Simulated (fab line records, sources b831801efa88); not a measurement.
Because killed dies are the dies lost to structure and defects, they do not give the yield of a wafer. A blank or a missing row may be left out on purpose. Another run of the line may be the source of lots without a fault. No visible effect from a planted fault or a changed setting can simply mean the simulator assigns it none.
A single fault, viewed from 2 desks / flow gf180mcu / only its own numbers are on each desk; what lay behind them is given at the end

== THE METROLOGY DESK ==
Means of the sampled wafers that have a number, per lot and without regard to the tool the lot ran on: this is what the gauges read. Any lot whose mean is over 4 standard deviations away from the usual mean is out of limits and marked OUT; that distance is given in the brackets.
Columns: A = cd-nm at GF_HV_LDD_CD_MEAS_07, usual 399.6 nm; B = SAB_CVD_00_THK at GF_SAB_THK_MEAS_01, usual 49.8 nm
lot=L232; first seen here=day 10 02:41; A=398.6; B=49.3
lot=L233; first seen here=day 10 08:40; A=400.9; B=50.2
lot=L234; first seen here=day 10 16:13; A=401.1; B=50.3
lot=L236; first seen here=day 11 05:29; A=398.9; B=50.2
lot=L237; first seen here=day 11 13:19; A=402.4; B=50.0
lot=L243; first seen here=day 13 08:04; A=400.3; B=50.6
lot=L244; first seen here=day 13 20:55; A=397.9; B=52.4 (+4.3) OUT
lot=L247; first seen here=day 14 18:03; A=397.1; B=49.8
lot=L249; first seen here=day 15 09:25; A=399.1; B=49.9
lot=L250; first seen here=day 15 14:42; A=401.0; B=49.4
lot=L251; first seen here=day 15 18:01; A=399.4; B=49.7
lot=L253; first seen here=day 16 13:10; A=401.0; B=49.3
lot=L255; first seen here=day 17 09:48; A=400.2; B=49.9
This desk reports L244 out of limits; the earliest was L244 at day 18 17:50 (SAB_CVD_00_THK at GF_SAB_THK_MEAS_01). L232, L233, L234, L236, L237, L243, L247, L249, L250, L251, L253, L255: within limits.

== THE TOOL OWNER'S DESK: pecvd-02 ==
The tool's own readings at GF_SAB_CVD_00 (deposits SiO2 from TEOS, target thk 50 nm, time 4.9302 s): means of the sampled wafers that have a number, for each lot that ran on this tool. Any lot whose mean is over 4 standard deviations away from the usual mean is out of limits and marked OUT; that distance is given in the brackets.
Columns: A = heater-power-w at GF_SAB_CVD_00, usual 704 W; B = susceptor-temp-C at GF_SAB_CVD_00, usual 399.99 C
lot=L234; first seen here=day 15 09:58; A=670; B=399.93
lot=L237; first seen here=day 16 12:32; A=629; B=400.04
lot=L243; first seen here=day 17 23:29; A=552; B=399.88
lot=L244; first seen here=day 18 17:49; A=636; B=399.99
lot=L255; first seen here=day 22 15:06; A=646; B=399.76
This desk's finding: nothing out of limits on any of the 5 lots.

== ALL TOGETHER ==
An alarm was possible from the metrology desk at day 18 17:50, on L244.
The desk of the tool owner found nothing out of limits.
On record at the tool owner's desk: L244, within its limits.
On pecvd-02, each named lot ran GF_SAB_CVD_00.

== WHAT WAS PUT IN BY THE SIMULATOR ==
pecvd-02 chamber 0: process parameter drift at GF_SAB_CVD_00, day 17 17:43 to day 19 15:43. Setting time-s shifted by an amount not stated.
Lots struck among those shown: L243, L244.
Per desk, hours elapsed from the start of the fault to the first reading out of limits: for the metrology desk, 24.
